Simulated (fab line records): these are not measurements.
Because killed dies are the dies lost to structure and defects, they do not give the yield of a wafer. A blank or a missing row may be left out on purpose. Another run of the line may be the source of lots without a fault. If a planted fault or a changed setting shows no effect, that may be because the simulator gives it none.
Comparing a struck lot with a sound one    flow sky130    17 steps out of a route of 708
Sound: these wafers, L489.4, L489.5, L489.6. Struck: wafers L502.2, L502.6. (L502.5 of the same lot was not struck and is left out.) The cause comes at the end.
Order at every step that has rows: each side's tool, ch and its chambers, its first start. Under that, the readings that differ: sound wafers    struck wafers    difference of the means    sigmas: that difference in standard deviations of wafers without a fault.
alike: same words and numbers on both sides, and readings whose means sit less than 2 such deviations apart. not compared: any withheld reading, any reading some wafer has no value for, any bound like >300 that may hide the same value, and any number with overlapping values for which the record gives no deviation.
Wherever a step has rows on one side only, a row that says differs or no value, or a row with sigmas, the two part there. When numbers do not overlap yet have no deviation, they are printed without sigmas and do not part them. A reading that every wafer of one side lacks parts them only if that side has two wafers or more.

SKY_VIA2_CMP_02: polishes SiO2.
  sound on cmp-02 ch 0,1,2, day 33 03:52; struck on cmp-01 ch 0,3, day 36 07:52
  alike: motor-current-A
SKY_VIA2_BOW_MEAS_03:
  sound: film-metro-04 at day 33 04:04; struck: film-metro-03 at day 36 08:08
  alike: VIA2_BOW
then, 8 steps without rows for these wafers: SKY_VIA2_DEHYDRATE_04 (time 60 s); SKY_VIA2_HMDS_05 (prime time 60 s); SKY_VIA2_COAT_06 (resist thk 60 nm); SKY_VIA2_COAT_07 (resist thk 450 nm); SKY_VIA2_SOFTBAKE_08 (time 90 s); SKY_VIA2_EXPOSE_09 (exposes mask VIM2, target cd 200 nm); SKY_VIA2_PEB_10; SKY_VIA2_DEVELOP_11 (develop time 60 s).
SKY_VIA2_CD_MEAS_12: target cd 200 nm.
  sound: cd-sem-01 at day 34 06:27; struck: cd-sem-01 at day 37 10:08
  alike: cd-nm
SKY_VIA2_OVL_MEAS_13:
  sound: overlay-01 at day 34 06:32; struck: overlay-02 at day 37 10:14
  alike: VIA2_OVL
SKY_VIA2_ETCH_14: etches BARC in N2/H2, stops on SiO2, time 45.9 s, target depth 60 nm.
  sound on rie-diel-03 ch 0,1,2, day 34 06:32; struck on rie-diel-04 ch 0, day 37 10:16
reading                                      sound              struck       difference  sigmas
drypump-motor-current-A (A)                  4.8 4.8 5.4        6.4 6.4      +1.4        +2
oes-product-au (a.u.)                        0.857 0.859 0.861  0.824 0.826  -0.034      -7
model.KrF-thick_of_VIA2_COAT_07.thk-nm (nm)  393.1 394.3 394    407.7 407.4  +13.7       
model.etch.depth-nm (nm)                     60.15 60.02 60.26  55.55 55.25  -4.74       
  alike: throttle-valve-pct
  not compared: rf-hours-counter-h
SKY_VIA2_ETCH_15: etches SiO2 in C4F8/O2/Ar, stops on TiN, target depth 546 nm, time 84 s.
  sound on rie-diel-03 ch 0,1,2, day 34 06:35; struck on rie-diel-04 ch 0, day 37 10:18
reading                                      sound              struck       difference  sigmas
oes-product-au (a.u.)                        0.940 0.948 0.943  0.875 0.870  -0.071      -15
model.KrF-thick_of_VIA2_COAT_07.thk-nm (nm)  284.5 288.2 287.8  296.2 296.5  +9.5        
  not compared: rf-hours-counter-h
SKY_VIA2_STRIP_16: strips in O2/N2.
  sound on plasma-asher-03 ch 0,1, day 34 06:41; struck on plasma-asher-02 ch 0, day 37 10:22
reading                       sound              struck       difference  sigmas
oes-product-au (a.u.)         0.401 0.395 0.400  0.409 0.408  +0.010      +2
strip-time-to-endpoint-s (s)  4.055 4.093 4.093  4.174 4.186  +0.100      +3
  alike: drypump-motor-current-A, o2-flow-sccm
  not compared: rf-hours-counter-h
then, 1 step without rows for these wafers: SKY_VIA2_STRIP_17 (strips in post etch residue remover, time 1200 s).
-- the record jumps here: 9 days lie between the struck wafers' starts before and after (it left off in module VIA2 and takes up again in module PAD_OPEN, whose first step shown is number 708 of the route) --
SKY_PAD_OPEN_PROBE_99:
  sound: prober-02 at day 44 09:16; struck: prober-02 at day 46 17:45
reading                                sound              struck       difference  sigmas
defect-limited-yield (%)               82.7 79.7 82.3     75.6 69.1    -9.2        -5
killed_at_M0_to_M3                     41 52 42           76 108       +47         +7
killed-dies                            85 100 87          120 152      +45         +5
killed-on-rim                          14 20 20           26 27        +8          +2
sort_bin_5_function (%)                12.0 11.6 10.0     17.3 21.3    +8.1        +6
sort-n-pass                            407 392 405        372 340      -45         -5
sort-yield-pct (%)                     82.7 79.7 82.3     75.6 69.1    -9.2        -5
model.etest.tester.sort-n-pass         407 392 405        372 340      -45         
model.etest.tester.sort_bin_5_pct (%)  11.99 11.59 9.959  17.28 21.34  +8.13       
model.etest.tester.sort-yield-pct (%)  82.72 79.67 82.32  75.61 69.11  -9.21       
model.etest.via2-chain.rc-ohm          10.01 10.95 10.14  13.09 13.76  +3.06       
  alike: killed_at_M4_up, killed-at-contacts, killed-at-front-end, killed-at-other, killed-open, killed-short, sort_bin_3_pad_short, sort_bin_6_memory

WHERE THEY PART
Earliest at SKY_VIA2_ETCH_14; latest, in this record, at SKY_PAD_OPEN_PROBE_99.

WHY: whatever the simulator had introduced
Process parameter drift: rie-diel-04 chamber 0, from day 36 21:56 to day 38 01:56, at SKY_VIA2_ETCH_14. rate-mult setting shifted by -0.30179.
